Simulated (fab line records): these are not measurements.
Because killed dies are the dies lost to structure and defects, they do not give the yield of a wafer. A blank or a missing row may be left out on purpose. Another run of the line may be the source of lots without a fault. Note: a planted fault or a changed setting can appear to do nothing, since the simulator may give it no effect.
A struck lot beside a sound one    flow gf180mcu    43 out of 602 route steps
Sound: these wafers, L731.1, L731.3, L731.4. Wafers L744.2, L744.4, L744.5 were the ones struck. The cause comes at the end.
Each step with rows lists, per side, the tool, then ch with its chambers, then its first start. Under that, the readings that differ: sound wafers    struck wafers    difference of the means    sigmas: that difference in standard deviations of wafers without a fault.
alike: a reading whose means differ by less than 2 such deviations, as well as words and numbers matching on both sides. not compared: withheld readings; readings where some wafer has no value; bounds like >300 that might hide an equal value; numbers whose values overlap and for which the record gives no deviation.
Wherever a step has rows on one side only, a row that says differs or no value, or a row with sigmas, the two part there. Numbers that have no deviation but don't overlap get no sigmas and don't part them. A reading missing from all wafers of one side parts the sides only when that side holds two or more wafers.

first, 2 steps without rows for these wafers: GF_NWELL_IMPLANT_08; GF_NWELL_IMPLANT_09.
GF_NWELL_STRIP_10: strips in O2/N2.
  sound on plasmaAsher-02 ch 0,1, day 4 17:59; struck on plasmaAsher-04 ch 0,1, day 7 15:47
  alike: drypumpMotorCurrentA, heaterPowerW, oesProductAu, stripTimeToEndpointS
  not compared: rfHoursCounterH
GF_NWELL_TW_MEAS_11:
  sound on filmMetro-01, day 4 18:05; struck on filmMetro-04, day 7 15:54
reading   sound           struck          difference  sigmas
NWELL_TW  1559 1560 1555  1600 1604 1595  +42         +3
then, 7 steps without rows for these wafers: GF_LVPWELL_DEHYDRATE_00 (time 60 s); GF_LVPWELL_HMDS_01 (prime time 60 s); GF_LVPWELL_COAT_02 (resist thk 3000 nm); GF_LVPWELL_SOFTBAKE_03; GF_LVPWELL_EXPOSE_04 (exposes mask LVPWELL, target cd 600 nm); GF_LVPWELL_PEB_05; GF_LVPWELL_DEVELOP_06 (develop time 60 s).
GF_LVPWELL_OVL_MEAS_07:
  sound on overlay-02, day 5 07:35; struck on overlay-01, day 8 07:52
  alike: LVPWELL_OVL
GF_LVPWELL_IMPLANT_08:
  sound on implanter-03 ch 0, day 5 07:38; struck on implanter-01 ch 0, day 8 07:55
reading                   sound              struck             difference  sigmas
implantIonAmu             11 11 11           31 31 31           +20         
model.implant.rpNm (nm)   487.1 487.1 487.1  219.1 219.1 219.1  -268.0      
model.implant.drpNm (nm)  102.4 102.4 102.4  68.9 68.9 68.9     -33.5       
after that, 1 step had no rows for these wafers: GF_LVPWELL_IMPLANT_09.
GF_LVPWELL_STRIP_10: strips in O2/N2.
  sound on plasmaAsher-03 ch 0,1, day 5 07:56; struck on plasmaAsher-03 ch 0,1, day 8 08:11
  alike: drypumpMotorCurrentA, heaterPowerW, oesProductAu, stripTimeToEndpointS
  not compared: rfHoursCounterH
GF_LVPWELL_TW_MEAS_11:
  sound on filmMetro-04, day 5 08:02; struck on filmMetro-01, day 8 08:18
reading     sound        struck          difference  sigmas
LVPWELL_TW  564 565 567  1299 1306 1305  +738        +99 or more
then, 7 steps without rows for these wafers: GF_MVSD_DEHYDRATE_00 (time 60 s); GF_MVSD_HMDS_01 (prime time 60 s); GF_MVSD_COAT_02 (resist thk 3000 nm); GF_MVSD_SOFTBAKE_03; GF_MVSD_EXPOSE_04 (exposes mask MVSD, target cd 1000 nm); GF_MVSD_PEB_05; GF_MVSD_DEVELOP_06 (develop time 60 s).
GF_MVSD_OVL_MEAS_07:
  sound on overlay-02, day 5 22:41; struck on overlay-02, day 9 00:31
  alike: MVSD_OVL
then, 2 steps without rows for these wafers: GF_MVSD_IMPLANT_08; GF_MVSD_IMPLANT_09.
GF_MVSD_STRIP_10: strips in O2/N2.
  sound on plasmaAsher-03 ch 0,1, day 5 23:02; struck on plasmaAsher-03 ch 0,1, day 9 00:50
  alike: drypumpMotorCurrentA, heaterPowerW, oesProductAu, stripTimeToEndpointS
  not compared: rfHoursCounterH
GF_MVSD_TW_MEAS_11:
  sound on filmMetro-03, day 5 23:08; struck on filmMetro-04, day 9 00:57
reading  sound           struck          difference  sigmas
MVSD_TW  1566 1562 1574  1609 1618 1606  +44         +2
then, 7 steps without rows for these wafers: GF_MVPSD_DEHYDRATE_00 (time 60 s); GF_MVPSD_HMDS_01 (prime time 60 s); GF_MVPSD_COAT_02 (resist thk 3000 nm); GF_MVPSD_SOFTBAKE_03; GF_MVPSD_EXPOSE_04 (exposes mask MVPSD, target cd 1000 nm); GF_MVPSD_PEB_05; GF_MVPSD_DEVELOP_06 (develop time 60 s).
GF_MVPSD_OVL_MEAS_07:
  sound on overlay-02, day 6 13:22; struck on overlay-01, day 9 17:58
  alike: MVPSD_OVL
then, 2 steps without rows for these wafers: GF_MVPSD_IMPLANT_08; GF_MVPSD_IMPLANT_09.
GF_MVPSD_STRIP_10: strips in O2/N2.
  sound on plasmaAsher-04 ch 0,1, day 6 13:41; struck on plasmaAsher-02 ch 0,1, day 9 18:17
reading           sound        struck       difference  sigmas
heaterPowerW (W)  328 335 323  350 352 350  +22         +2
  alike: drypumpMotorCurrentA, oesProductAu, stripTimeToEndpointS
  not compared: rfHoursCounterH
GF_MVPSD_TW_MEAS_11:
  sound on filmMetro-01, day 6 13:47; struck on filmMetro-03, day 9 18:24
  alike: MVPSD_TW
then, 2 steps without rows for these wafers: GF_VT_IMPLANT_DEHYDRATE_00 (time 60 s); GF_VT_IMPLANT_HMDS_01 (prime time 60 s).
-- the record jumps here: 3 days lie between the struck wafers' starts before and after --
GF_VT_IMPLANT_RS_MEAS_48: the measuring method here is four-point-probe.
  sound on filmMetro-04, day 9 07:35; struck on filmMetro-01, day 12 21:09
reading              sound           struck  difference                     sigmas
LVPWELL_RS (ohm/sq)  1195 1193 1192  - - -   no value on the struck wafers  

WHERE THEY PART
First at GF_NWELL_TW_MEAS_11; last, within this record, at GF_VT_IMPLANT_RS_MEAS_48.

WHY: what had been put in by the simulator
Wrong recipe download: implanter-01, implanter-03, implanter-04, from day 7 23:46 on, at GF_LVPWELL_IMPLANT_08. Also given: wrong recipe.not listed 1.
